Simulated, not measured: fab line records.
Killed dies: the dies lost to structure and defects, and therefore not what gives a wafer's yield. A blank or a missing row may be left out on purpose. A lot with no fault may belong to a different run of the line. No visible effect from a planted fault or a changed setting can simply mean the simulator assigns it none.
Chamber matching || flow gf180mcu || GF_V1_CMP_26 on cmp-02: 4 sister chambers
The step polishes, stops on SiO2, t overpolish 15 s, target thk 0 nm. 8 wafers are shown with their chamber, then 7 later ones without.

WAFERS, EACH WITH ITS CHAMBER
{"wafer": "L453.4", "chamber": 2, "motor_current_A (A)": 12.0, "time_to_endpoint_s (s)": 88}
{"wafer": "L458.1", "chamber": 3, "motor_current_A (A)": 11.8, "time_to_endpoint_s (s)": 87}
{"wafer": "L466.4", "chamber": 3, "motor_current_A (A)": 11.4, "time_to_endpoint_s (s)": 84}
{"wafer": "L471.4", "chamber": 0, "motor_current_A (A)": 9.6, "time_to_endpoint_s (s)": 91}
{"wafer": "L471.5", "chamber": 2, "motor_current_A (A)": 11.5, "time_to_endpoint_s (s)": 90}
{"wafer": "L471.6", "chamber": 1, "motor_current_A (A)": 13.5, "time_to_endpoint_s (s)": 92}
{"wafer": "L472.2", "chamber": 1, "motor_current_A (A)": 13.1, "time_to_endpoint_s (s)": 89}
{"wafer": "L472.4", "chamber": 0, "motor_current_A (A)": 10.1, "time_to_endpoint_s (s)": 89}

WAFERS MISSING THEIR CHAMBER
{"wafer": "L472.5", "motor_current_A (A)": 10.1, "time_to_endpoint_s (s)": 91}
{"wafer": "L474.2", "motor_current_A (A)": 11.3, "time_to_endpoint_s (s)": 86}
{"wafer": "L474.4", "motor_current_A (A)": 10.2, "time_to_endpoint_s (s)": 85}
{"wafer": "L474.6", "motor_current_A (A)": 11.4, "time_to_endpoint_s (s)": 82}
{"wafer": "L475.1", "motor_current_A (A)": 13.4, "time_to_endpoint_s (s)": 86}
{"wafer": "L475.2", "motor_current_A (A)": 11.5, "time_to_endpoint_s (s)": 85}
{"wafer": "L475.5", "motor_current_A (A)": 13.6, "time_to_endpoint_s (s)": 87}

CHAMBER TAKEN BY EACH
{"wafer": "L472.5", "from the rows above": 0, "in truth": 0}
{"wafer": "L474.2", "from the rows above": "can't be placed: 3 or 2", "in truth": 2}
{"wafer": "L474.4", "from the rows above": "can't be placed: 0 or 3", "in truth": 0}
{"wafer": "L474.6", "from the rows above": "can't be placed: 3 or 2", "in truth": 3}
{"wafer": "L475.1", "from the rows above": 1, "in truth": 1}
{"wafer": "L475.2", "from the rows above": "can't be placed: 3 or 2", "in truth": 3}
{"wafer": "L475.5", "from the rows above": 1, "in truth": 1}
3 of 7 placed correctly. From these rows, 4 cannot be placed; in 4 the true chamber is one of the candidates. Wrongly placed: 0.
How it was worked out, from the rows above alone: a wafer's distance from a chamber is the root of the sum, over the readings, of the square of ((its reading less the chamber's mean) divided by the reading's scatter). If the next closest chamber is less than 2 further off than the closest, the wafer can't be placed; otherwise it belongs to the closest. Each chamber's mean is taken over the wafers shown for it. The scatter: take each reading less its chamber's mean, square it, sum over the shown wafers, divide by the number of wafers less the number of chambers, and take the root.
